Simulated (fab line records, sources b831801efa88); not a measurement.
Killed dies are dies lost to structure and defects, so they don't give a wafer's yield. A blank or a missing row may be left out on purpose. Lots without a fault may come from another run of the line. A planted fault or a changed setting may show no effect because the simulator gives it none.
A struck lot beside a sound one | flow sky130 | 18 steps out of a route of 708
Sound: wafers L388.1, L388.4, L388.6. Struck: wafers L393.2, L393.3, L393.4. The cause comes at the end.
At each step with rows: each side's tool, then ch and its chambers, then its first start. Under that, the readings that differ: sound wafers | struck wafers | difference of the means | sigmas: that difference in standard deviations of wafers without a fault.
alike: readings whose means differ by less than 2 such deviations, and words and numbers that are the same on both sides. not compared: withheld readings, readings that some wafer has no value for, bounds like >300 that may hide the same value, and numbers for which the record gives no deviation and whose values overlap.
The two part at a step that has a row with sigmas, a row that says differs or no value, or rows on one side only. Numbers that don't overlap but have no deviation are shown without sigmas and don't part them. A reading that every wafer of one side lacks parts them only if that side has two wafers or more.

first, 2 steps without rows for these wafers: SKY_NWELL_PEB_08; SKY_NWELL_DEVELOP_09 (develop time 60 s).
SKY_NWELL_OVL_MEAS_10:
  sound on overlay-01, day 5 14:16; struck on overlay-02, day 6 17:29
  alike: NWELL_00_OVL
then, 3 steps without rows for these wafers: SKY_NWELL_IMPLANT_11; SKY_NWELL_IMPLANT_12; SKY_NWELL_IMPLANT_13.
SKY_NWELL_STRIP_14: strips in O2/N2.
  sound on plasma_asher-03 ch 0,1, day 5 14:46; struck on plasma_asher-03 ch 0,1, day 6 17:58
  reading                      | sound             | struck            | difference | sigmas
  strip_time_to_endpoint_s (s) | 36.78 36.75 36.77 | 37.11 37.06 37.01 | +0.29      | +3
  alike: drypump_motor_current_A, n2_flow_sccm, oes_product_au
  not compared: rf_hours_counter_h
SKY_NWELL_TW_MEAS_15:
  sound on film_metro-03, day 5 14:52; struck on film_metro-01, day 6 18:04
  alike: NWELL_TW
then, 4 steps without rows for these wafers: SKY_NWELL_DEHYDRATE_16 (time 60 s); SKY_NWELL_HMDS_17 (prime time 60 s); SKY_NWELL_COAT_18 (resist thk 3000 nm); SKY_NWELL_SOFTBAKE_19.
SKY_NWELL_EXPOSE_20: exposes mask NWM COMPLEMENT, target cd 840 nm.
  sound on iline_stepper-02 ch 0, day 6 00:04; struck on iline_stepper-01 ch 0, day 7 04:10
  reading                       | sound                   | struck      | difference | sigmas
  model.NWELL.overlay_x_nm (nm) | -0.4336 -0.4336 -0.4336 | 187 187 187 | +187       |
  alike: mask
then, 2 steps without rows for these wafers: SKY_NWELL_PEB_21; SKY_NWELL_DEVELOP_22 (develop time 57.51 s).
SKY_NWELL_OVL_MEAS_23:
  sound on overlay-01, day 6 08:58; struck on overlay-02, day 7 13:56
  reading           | sound         | struck            | difference | sigmas
  NWELL_01_OVL (nm) | 0.0 -1.9 -1.0 | 187.8 186.6 188.5 | +188.6     | +99 or more
then, 1 step without rows for these wafers: SKY_NWELL_IMPLANT_24.
-- the record jumps here: 41 days lie between the struck wafers' starts before and after (it left off in module NWELL and takes up again in module PAD_OPEN, whose first step shown is number 708 of the route) --
SKY_PAD_OPEN_PROBE_99:
  sound on prober-01, day 46 18:37; struck on prober-02, day 48 02:29
  reading                                    | sound                         | struck                        | difference | sigmas
  model.etest.pfet_16v.r_on_ohm_um           | 1.579e+04 1.599e+04 1.577e+04 | 2.023e+04 2.07e+04 2.081e+04  | +4.730e+03 |
  model.etest.nfet_16v.r_on_ohm_um           | 1.4e+04 1.402e+04 1.404e+04   | 1.862e+04 1.853e+04 1.849e+04 | +4.527e+03 |
  model.etest.pfet_16v.drive_ua_um           | 236.6 234.7 234.5             | 170.6 165 165.6               | -68.2      |
  model.etest.nfet_16v.drive_ua_um           | 225 226.9 225.6               | 188.1 190.4 189.8             | -36.4      |
  model.etest.sram_pfet_latch.off_log10_a_um | -13.2 -13.02 -12.81           | -11.93 -12.62 -12.63          | +0.62      |
  model.etest.sram_pfet_latch.vt_sat_v (V)   | -0.8135 -0.797 -0.7814        | -0.7134 -0.7779 -0.7679       | +0.0442    |
  model.etest.pfet_16v.vt_v (V)              | -1.098 -1.099 -1.111          | -1.138 -1.144 -1.135          | -0.036     |
  alike: killed_at_M0_to_M3, killed_at_M4_up, killed_at_contacts, killed_at_front_end, killed_at_other, killed_dies, killed_on_rim, killed_open, killed_short

WHERE THEY PART
First at SKY_NWELL_STRIP_14; last, within this record, at SKY_NWELL_OVL_MEAS_23. Later steps at which nothing parts them and some readings are alike: SKY_PAD_OPEN_PROBE_99.

WHY: what the simulator had put in
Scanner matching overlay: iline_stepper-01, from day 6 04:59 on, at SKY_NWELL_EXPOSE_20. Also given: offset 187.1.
